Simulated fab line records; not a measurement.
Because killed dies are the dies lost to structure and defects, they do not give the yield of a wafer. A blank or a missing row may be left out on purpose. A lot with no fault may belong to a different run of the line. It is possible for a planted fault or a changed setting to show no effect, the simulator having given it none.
fab line records ; flow gf180mcu
record lots=13; wafers=39; last_day=34
route steps=602 shown STI@15 HV_LDD@210 V1@356 V2@396
lots untouched by any fault: they come from a run of this same line in which no faults occurred
start_h: the number of hours between the record's first day and the start of the first shown wafer of the lot ; wait_h: hours from the lot's prior step to this one ; " repeats the value in the row above ; L1.1+2: one row covering several wafers at once ; - no value, or no start was given ; * or withheld: withheld ; < > ~ a bound
route shown NAME@n: names a module that has steps shown in the file, with the first one's number in the route ; usual: the fault-free wafers' mean and standard deviation ; same: alike in all rows ; chamber/n: place in a boat ; sites: per-site readings ; _std_site: the values' standard deviation ; _edge_site: inner sites' mean taken away from outer sites' mean ; radius_mm: how far each site lies from the wafer's centre ; mask NAME#n: copy n ; behind: the most recent tool/chamber to have shaped the wafer ; hold: cause of the lot's hold/its duration in hours/its outcome ; device: the n, p or np transistor that did not switch ; end of line: tests of these same wafers at the route's end ; where a step has no rows: the recipe by itself ; killed: at the first sort, the dies lost to defects and structure; wafer yield is something else ; map: a wafer's dies, x killed, . not, _ none there
set.NAME: the run value of the setting; set.NAME@STEP: its run value at that earlier step ; model.NAME: the simulator's own value behind a step, which no gauge read
the route's steps for a sample of lots (tables are steps, rows are wafers)
services: a tool's chamber out of use, with start hour (start_h, from the record's first day; less than 0 if before it), hours out, and reason
## steps
# step GF_STI_ETCH_14
# recipe target=Si; chemistry=HBr/Cl2/O2; target_depth_nm=360; icp_w=600; bias_w=150; pressure_mtorr=15; HBr_flow_sccm=150; Cl2_flow_sccm=40; O2_flow_sccm=6; time_s=102.9
# usual bias_w=149.9/0.42; drypump_motor_current_A=6.1/0.41; oes_product_au=0.995/0.012; throttle_valve_pct=25.659/0.012
lot.wafer;tool;chamber;start_h;wait_h;bias_w;drypump_motor_current_A;oes_product_au;rf_hours_counter_h;throttle_valve_pct
L286.2;rie_si-01;2;30.38;0.0;149.8;6.5;0.974;134;25.680
L286.3;rie_si-01;0;30.38;0.0;149.6;5.4;0.991;82;25.672
L286.5;rie_si-01;1;30.38;0.0;149.8;6.2;0.995;-;25.656
L289.1;rie_si-01;3;50.43;0.0;150.3;6.4;0.987;21;25.659
L289.2;rie_si-01;0;50.43;0.0;149.9;5.4;0.993;82;25.663
L289.6;rie_si-01;2;50.43;0.0;150.3;6.5;0.991;-;25.648
L290.4;rie_si-02;2;51.87;0.0;150.0;5.7;1.004;64;25.674
L290.5;rie_si-02;0;51.87;0.0;151.0;6.1;0.979;-;25.666
L290.6;rie_si-02;3;51.87;0.0;149.8;6.5;1.016;-;25.659
L291.4;rie_si-02;0;57.67;0.0;149.7;6.0;0.985;3;25.653
L291.5;rie_si-02;3;57.67;0.0;150.4;6.5;1.015;-;25.638
L291.6;rie_si-02;0;57.67;0.0;149.8;6.0;0.988;-;25.656
L293.3;rie_si-01;2;67.52;0.0;149.4;6.5;0.980;134;25.664
L293.5;rie_si-01;1;67.52;0.0;150.0;6.2;1.000;-;25.657
L293.6;rie_si-01;2;67.52;0.0;149.5;6.5;0.988;-;25.664
L294.3;rie_si-01;3;74.47;0.0;149.0;6.4;0.993;21;25.652
L294.4;rie_si-01;2;74.47;0.0;150.1;6.5;0.990;135;25.660
L294.5;rie_si-01;0;74.47;0.0;150.2;5.4;0.995;-;25.663
L298.2;rie_si-02;2;93.17;0.0;149.7;5.6;0.982;64;25.674
L298.4;rie_si-02;3;93.17;0.0;150.4;6.5;1.013;16;25.643
L298.6;rie_si-02;2;93.17;0.0;150.4;5.6;0.998;-;25.641
L299.1;rie_si-01;3;100.58;0.0;149.0;6.4;0.989;21;25.666
L299.5;rie_si-01;2;100.58;0.0;150.0;6.5;0.980;-;25.670
L299.6;rie_si-01;1;100.58;0.0;150.3;6.2;0.991;-;25.674
L300.2;rie_si-01;1;103.27;0.0;149.6;6.2;1.001;93;25.655
L300.4;rie_si-01;3;103.27;0.0;149.6;6.4;1.002;21;25.662
L300.6;rie_si-01;1;103.27;0.0;149.7;6.2;0.998;-;25.653
L303.3;rie_si-01;2;116.93;0.0;150.4;6.5;0.971;135;25.660
L303.4;rie_si-01;1;116.93;0.0;150.4;6.2;1.009;93;25.674
L303.6;rie_si-01;2;116.93;0.0;150.3;6.5;0.984;-;25.682
L304.1;rie_si-01;0;126.63;0.0;149.6;5.4;0.993;83;25.669
L304.4;rie_si-01;2;126.63;0.0;149.9;6.5;0.985;135;25.651
L304.6;rie_si-01;2;126.63;0.0;150.4;6.5;0.977;-;25.665
L305.1;rie_si-02;2;128.93;0.0;150.0;5.6;0.996;64;25.641
L305.4;rie_si-02;3;128.93;0.0;150.5;6.5;1.025;16;25.642
L305.5;rie_si-02;0;128.93;0.0;150.1;6.1;0.995;-;25.658
L307.3;rie_si-02;0;141.78;0.0;149.8;6.0;0.993;4;25.652
L307.4;rie_si-02;1;141.78;0.0;149.7;5.7;0.996;100;25.662
L307.5;rie_si-02;2;141.78;0.0;149.8;5.7;0.996;-;25.649
# step GF_HV_LDD_IMPLANT_34
# recipe species=P; energy_kev=60; dose_cm2=7.5e+12; tilt_deg=30; rotation_deg=90
# usual dose_ions_cm2=7.5e+12/7.1e+09; faraday_current_uA=42.2/0.86
lot.wafer;tool;chamber;start_h;wait_h;dose_ions_cm2;faraday_current_uA
L286.2;implanter-03;0;261.21;0.1;7.509e+12;42.4
L286.3;implanter-03;0;261.21;0.1;7.503e+12;42.7
L286.5;implanter-03;0;261.21;0.1;7.506e+12;42.9
L289.1;implanter-03;0;284.27;0.1;7.496e+12;43.0
L289.2;implanter-03;0;284.27;0.1;7.498e+12;42.2
L289.6;implanter-03;0;284.27;0.1;7.496e+12;41.2
L290.4;implanter-04;0;289.20;0.1;7.498e+12;41.7
L290.5;implanter-04;0;289.20;0.1;7.487e+12;42.8
L290.6;implanter-04;0;289.20;0.1;7.501e+12;41.6
L291.4;implanter-02;0;305.16;0.1;7.501e+12;41.6
L291.5;implanter-02;0;305.16;0.1;7.501e+12;41.7
L291.6;implanter-02;0;305.16;0.1;7.493e+12;42.8
L293.3;implanter-03;0;322.04;0.1;9.051e+12;50.2
L293.5;implanter-03;0;322.04;0.1;9.076e+12;50.6
L293.6;implanter-03;0;322.04;0.1;9.073e+12;50.8
L294.3;implanter-03;0;326.64;0.1;9.064e+12;51.2
L294.4;implanter-03;0;326.64;0.1;9.065e+12;50.1
L294.5;implanter-03;0;326.64;0.1;9.07e+12;49.4
L298.2;implanter-02;0;354.46;0.1;7.503e+12;42.8
L298.4;implanter-02;0;354.46;0.1;7.493e+12;42.9
L298.6;implanter-02;0;354.46;0.1;7.496e+12;43.0
L299.1;implanter-04;0;368.59;0.1;7.506e+12;42.7
L299.5;implanter-04;0;368.59;0.1;7.498e+12;43.0
L299.6;implanter-04;0;368.59;0.1;7.504e+12;42.7
L300.2;implanter-02;0;381.14;0.1;7.502e+12;42.3
L300.4;implanter-02;0;381.14;0.1;7.5e+12;41.2
L300.6;implanter-02;0;381.14;0.1;7.492e+12;42.4
L303.3;implanter-03;0;396.43;0.1;7.497e+12;41.9
L303.4;implanter-03;0;396.43;0.1;7.492e+12;41.3
L303.6;implanter-03;0;396.43;0.1;7.492e+12;42.4
L304.1;implanter-02;0;406.38;0.1;7.502e+12;43.7
L304.4;implanter-02;0;406.38;0.1;7.49e+12;41.0
L304.6;implanter-02;0;406.38;0.1;7.514e+12;42.2
L305.1;implanter-03;0;407.45;0.1;7.506e+12;41.3
L305.4;implanter-03;0;407.45;0.1;7.511e+12;43.4
L305.5;implanter-03;0;407.45;0.1;7.502e+12;42.5
L307.3;implanter-03;0;429.87;0.1;7.505e+12;42.0
L307.4;implanter-03;0;429.87;0.1;7.498e+12;42.0
L307.5;implanter-03;0;429.87;0.1;7.505e+12;42.0
# step GF_HV_LDD_RS_MEAS_53
# recipe thk_meas_gauge=four-point-probe
# usual HV_LDD_RS=418.1/1
lot.wafer;tool;chamber;start_h;wait_h;HV_LDD_RS[ohm/sq]
L286.2;film_metro-01;-;281.37;0.1;417.5
L286.3;film_metro-01;-;281.37;0.1;416.5
L286.5;film_metro-01;-;281.37;0.1;416.9
L289.1;film_metro-01;-;305.62;0.1;417.9
L289.2;film_metro-01;-;305.62;0.1;418.1
L289.6;film_metro-01;-;305.62;0.1;417.9
L290.4;film_metro-01;-;310.39;0.1;418.7
L290.5;film_metro-01;-;310.39;0.1;418.7
L290.6;film_metro-01;-;310.39;0.1;417.1
L291.4;film_metro-01;-;326.72;0.1;418.8
L291.5;film_metro-01;-;326.72;0.1;418.5
L291.6;film_metro-01;-;326.72;0.1;419.2
L293.3;film_metro-01;-;343.56;0.1;415.6
L293.5;film_metro-01;-;343.56;0.1;415.3
L293.6;film_metro-01;-;343.56;0.1;414.9
L294.3;film_metro-03;-;347.86;0.1;412.3
L294.4;film_metro-03;-;347.86;0.1;412.9
L294.5;film_metro-03;-;347.86;0.1;412.9
L298.2;film_metro-03;-;377.58;0.1;417.1
L298.4;film_metro-03;-;377.58;0.1;417.5
L298.6;film_metro-03;-;377.58;0.1;417.6
L299.1;film_metro-04;-;391.71;0.1;420.3
L299.5;film_metro-04;-;391.71;0.1;419.1
L299.6;film_metro-04;-;391.71;0.1;419.3
L300.2;film_metro-04;-;405.47;0.1;418.2
L300.4;film_metro-04;-;405.47;0.1;418.7
L300.6;film_metro-04;-;405.47;0.1;418.2
L303.3;film_metro-01;-;420.64;0.1;416.9
L303.4;film_metro-01;-;420.64;0.1;418.2
L303.6;film_metro-01;-;420.64;0.1;417.6
L304.1;film_metro-03;-;431.31;0.1;416.5
L304.4;film_metro-03;-;431.31;0.1;416.6
L304.6;film_metro-03;-;431.31;0.1;416.2
L305.1;film_metro-03;-;431.75;0.1;419.7
L305.4;film_metro-03;-;431.75;0.1;418.6
L305.5;film_metro-03;-;431.75;0.1;418.8
L307.3;film_metro-03;-;455.65;0.1;418.9
L307.4;film_metro-03;-;455.65;0.1;418.2
L307.5;film_metro-03;-;455.65;0.1;418.2
# step GF_V1_SPUTTER_21
# recipe material=Ti; target_thk_nm=15; chamber_pressure_pa=5; power_w=2500; substrate_temp_c=200; time_s=80.02
# usual throttle_valve_pct=30.8/0.86
lot.wafer;tool;chamber;start_h;wait_h;throttle_valve_pct
L286.2;pvd_sputter-03;-;424.35;0.0;30.3
L286.3;pvd_sputter-03;-;424.35;0.0;30.9
L286.5;pvd_sputter-03;-;424.35;0.0;30.9
L289.1;pvd_sputter-01;-;450.30;0.0;31.9
L289.2;pvd_sputter-01;-;450.30;0.0;29.1
L289.6;pvd_sputter-01;-;450.30;0.0;32.1
L290.4;pvd_sputter-04;-;457.20;0.0;30.8
L290.5;pvd_sputter-04;-;457.20;0.0;30.5
L290.6;pvd_sputter-04;-;457.20;0.0;32.1
L291.4;pvd_sputter-04;-;474.25;0.0;30.9
L291.5;pvd_sputter-04;-;474.25;0.0;30.8
L291.6;pvd_sputter-04;-;474.25;0.0;30.5
L293.3;pvd_sputter-04;-;493.41;0.0;30.6
L293.5;pvd_sputter-04;-;493.41;0.0;31.0
L293.6;pvd_sputter-04;-;493.41;0.0;30.3
L294.3;pvd_sputter-04;-;496.55;0.0;32.0
L294.4;pvd_sputter-04;-;496.55;0.0;30.7
L294.5;pvd_sputter-04;-;496.55;0.0;32.1
L298.2;pvd_sputter-01;-;528.53;0.0;31.0
L298.4;pvd_sputter-01;-;528.53;0.0;30.7
L298.6;pvd_sputter-01;-;528.53;0.0;30.8
L299.1;pvd_sputter-03;-;543.64;0.0;30.6
L299.5;pvd_sputter-03;-;543.64;0.0;29.0
L299.6;pvd_sputter-03;-;543.64;0.0;30.3
L300.2;pvd_sputter-03;-;553.39;0.0;30.5
L300.4;pvd_sputter-03;-;553.39;0.0;31.4
L300.6;pvd_sputter-03;-;553.39;0.0;31.4
L303.3;pvd_sputter-04;-;570.11;0.0;32.0
L303.4;pvd_sputter-04;-;570.11;0.0;30.3
L303.6;pvd_sputter-04;-;570.11;0.0;30.6
L304.1;pvd_sputter-04;-;579.94;0.0;30.5
L304.4;pvd_sputter-04;-;579.94;0.0;32.1
L304.6;pvd_sputter-04;-;579.94;0.0;30.6
L305.1;pvd_sputter-03;-;580.85;0.0;30.7
L305.4;pvd_sputter-03;-;580.85;0.0;28.9
L305.5;pvd_sputter-03;-;580.85;0.0;31.7
L307.3;pvd_sputter-04;-;600.59;0.0;30.6
L307.4;pvd_sputter-04;-;600.59;0.0;32.0
L307.5;pvd_sputter-04;-;600.59;0.0;32.1
# step GF_V2_CD_MEAS_14
# recipe target_cd_nm=260
# usual cd_nm=259.8/1.3
lot.wafer;tool;chamber;start_h;wait_h;cd_nm
L286.2;cd_sem-02;-;474.55;0.1;261.9
L286.3;cd_sem-02;-;474.55;0.1;261.5
L286.5;cd_sem-02;-;474.55;0.1;260.7
L289.1;cd_sem-01;-;500.38;0.1;259.9
L289.2;cd_sem-01;-;500.38;0.1;259.9
L289.6;cd_sem-01;-;500.38;0.1;259.6
L290.4;cd_sem-02;-;507.34;0.1;258.0
L290.5;cd_sem-02;-;507.34;0.1;259.0
L290.6;cd_sem-02;-;507.34;0.1;258.5
L291.4;cd_sem-01;-;524.44;0.1;260.0
L291.5;cd_sem-01;-;524.44;0.1;260.6
L291.6;cd_sem-01;-;524.44;0.1;260.2
L293.3;cd_sem-01;-;541.89;0.1;260.5
L293.5;cd_sem-01;-;541.89;0.1;261.2
L293.6;cd_sem-01;-;541.89;0.1;262.0
L294.3;cd_sem-01;-;545.52;0.1;259.6
L294.4;cd_sem-01;-;545.52;0.1;260.2
L294.5;cd_sem-01;-;545.52;0.1;260.6
L298.2;cd_sem-01;-;575.63;0.1;256.0
L298.4;cd_sem-01;-;575.63;0.1;256.3
L298.6;cd_sem-01;-;575.63;0.1;256.8
L299.1;cd_sem-01;-;588.98;0.1;258.2
L299.5;cd_sem-01;-;588.98;0.1;258.3
L299.6;cd_sem-01;-;588.98;0.1;257.9
L300.2;cd_sem-01;-;597.85;0.1;259.1
L300.4;cd_sem-01;-;597.85;0.1;260.3
L300.6;cd_sem-01;-;597.85;0.1;258.0
L303.3;cd_sem-02;-;613.15;0.1;261.8
L303.4;cd_sem-02;-;613.15;0.1;261.6
L303.6;cd_sem-02;-;613.15;0.1;261.4
L304.1;cd_sem-02;-;623.21;0.1;260.5
L304.4;cd_sem-02;-;623.21;0.1;261.2
L304.6;cd_sem-02;-;623.21;0.1;260.8
L305.1;cd_sem-01;-;624.08;0.1;260.4
L305.4;cd_sem-01;-;624.08;0.1;260.1
L305.5;cd_sem-01;-;624.08;0.1;260.9
L307.3;cd_sem-01;-;643.15;0.1;259.7
L307.4;cd_sem-01;-;643.15;0.1;260.7
L307.5;cd_sem-01;-;643.15;0.1;260.5
## services
tool;chamber;start_h;hours;kind
pvd_sputter-04;-;9.58;4.4;repair
implanter-03;-;16.57;11.4;repair
rie_si-02;-;28.44;2.8;pm
implanter-03;-;33.04;3.2;repair
rie_si-01;3;39.40;6.4;repair
implanter-03;-;86.84;4.6;repair
rie_si-01;0;136.49;1.1;repair
implanter-03;-;154.90;2.0;repair
rie_si-01;-;159.25;0.1;repair
implanter-03;-;175.60;4.6;repair
rie_si-01;2;199.68;6.0;repair
rie_si-01;1;202.93;2.1;repair
pvd_sputter-04;-;238.55;1.5;repair
implanter-03;-;248.52;7.3;repair
pvd_sputter-04;-;263.87;11.1;repair
rie_si-01;2;269.78;2.9;repair
rie_si-01;0;293.16;13.3;repair
implanter-03;-;334.14;4.1;pm
implanter-03;-;417.40;0.5;repair
rie_si-01;2;423.77;5.8;repair
pvd_sputter-04;-;465.43;1.5;repair
rie_si-01;0;473.66;14.0;repair
pvd_sputter-04;-;556.84;7.5;repair
rie_si-01;3;586.50;6.8;repair
## key
first_sign step=GF_HV_LDD_IMPLANT_34; reading=dose_ions_cm2; direction=up; sigmas=99+; usual=7.5e+12; struck=9.067e+12
effect step=GF_HV_LDD_IMPLANT_34; reading=faraday_current_uA; direction=up; sigmas=9.6; usual=42.2; struck=50.4
effect step=GF_HV_LDD_RS_MEAS_53; reading=HV_LDD_RS; direction=down; sigmas=4.1; usual=418.1; struck=414.0
met_at GF_HV_LDD_IMPLANT_34
struck_lots L293,L294
tester_left_out L293,L294
loop_trim step=GF_STI_EXPOSE_09; setting=dose; lots=L293,L294
not_acting_at GF_STI_ETCH_14,GF_V1_SPUTTER_21,GF_V2_CD_MEAS_14
onset_between 284.27 322.04
fault kind=process_parameter_drift; tool=implanter-03; chamber=-; onset_h=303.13; steps=GF_HV_LDD_IMPLANT_34; channel=dose_cm2; offset=1.5623e+12; shape=step; end_h=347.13; acts_in=these_recipes_only; stated=7.5e+12
# tester_left_out: of these lots the tester's yield and bins aren't shown, on N5 and GAA mostly nor the transistor test; their killed dies are dies lost to structure and defects alone, not to doping, threshold or leakage, so they don't give the yield
# loop_trim: a control loop set the setting to another value than it would have without faults
